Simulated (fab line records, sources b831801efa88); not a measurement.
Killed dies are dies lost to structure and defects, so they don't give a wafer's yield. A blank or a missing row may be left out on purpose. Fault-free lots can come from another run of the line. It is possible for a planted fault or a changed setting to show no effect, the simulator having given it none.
A single fault, viewed from 2 desks + flow sky130 + each desk holds nothing but its own numbers, with what lay behind them at the end

== AT THE METROLOGY DESK ==
What the gauges read, lot by lot, whatever tool the lot ran on: means of the sampled wafers that have a number. The brackets show how far a lot's mean lies from the usual mean; more than 4 standard deviations puts the lot out of limits, marked OUT.
Columns: A = cdNm at SKY_METAL1_CD_MEAS_15, usual 140.3 nm; B = VIA1_W_RS at SKY_VIA1_RS_MEAS_22, usual 0.424 ohm/sq; C = METAL2_ALCU_THK at SKY_METAL2_THK_MEAS_06, usual 248.9 nm
| lot  | first seen here | A     | B     | C                |
|------|-----------------|-------|-------|------------------|
| L764 | day 33 05:20    | 139.6 | 0.432 | 244.4            |
| L765 | day 33 16:32    | 140.2 | 0.430 | 247.2            |
| L766 | day 33 18:25    | 141.6 | 0.417 | 245.7            |
| L767 | day 34 00:59    | 140.8 | 0.421 | 250.4            |
| L769 | day 35 19:04    | 140.4 | 0.424 | 250.3            |
| L773 | day 36 23:58    | 141.7 | 0.427 | 249.5            |
| L780 | day 39 02:04    | 141.1 | 0.428 | 249.1            |
| L782 | day 39 12:13    | 141.3 | 0.424 | 261.5 (+4.8) OUT |
| L784 | day 39 19:20    | 139.4 | 0.425 | 252.7            |
| L786 | day 40 01:53    | 137.8 | 0.421 | 252.1            |
This desk's finding: out of limits on L782; first on L782, day 40 16:50 (METAL2_ALCU_THK at SKY_METAL2_THK_MEAS_06). Within limits: L764, L765, L766, L767, L769, L773, L780, L784, L786.

== FOR THE TOOL OWNER'S DESK: pvdSputter-01 ==
The tool's own readings at SKY_METAL2_SPUTTER_04 (material TiN, target thk 70 nm, time 58.3 s): means of the sampled wafers that have a number, for each lot that ran on this tool. The brackets show how far a lot's mean lies from the usual mean; more than 4 standard deviations puts the lot out of limits, marked OUT.
Columns: A = throttleValvePct at SKY_METAL2_SPUTTER_04, usual 30.1 %
| lot  | first seen here | A    |
|------|-----------------|------|
| L765 | day 34 22:12    | 29.6 |
| L769 | day 37 00:56    | 29.2 |
| L773 | day 38 05:32    | 29.6 |
| L782 | day 40 16:40    | 30.3 |
Result from this desk: across the 4 lots, nothing is out of limits.

== TAKEN TOGETHER ==
Metrology desk: alarm possible at day 40 16:50 on L782.
The desk of the tool owner found nothing out of limits.
Tool owner's desk: L782 on record, inside its limits.
SKY_METAL2_SPUTTER_04 was run on pvdSputter-01 by each of the lots named.

== WHAT WAS PUT IN BY THE SIMULATOR ==
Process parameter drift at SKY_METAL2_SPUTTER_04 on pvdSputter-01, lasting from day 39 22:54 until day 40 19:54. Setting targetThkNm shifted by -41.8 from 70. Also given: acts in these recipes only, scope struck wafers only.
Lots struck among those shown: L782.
Hours from the fault's start to each desk's first reading out of limits: the metrology desk, 18.
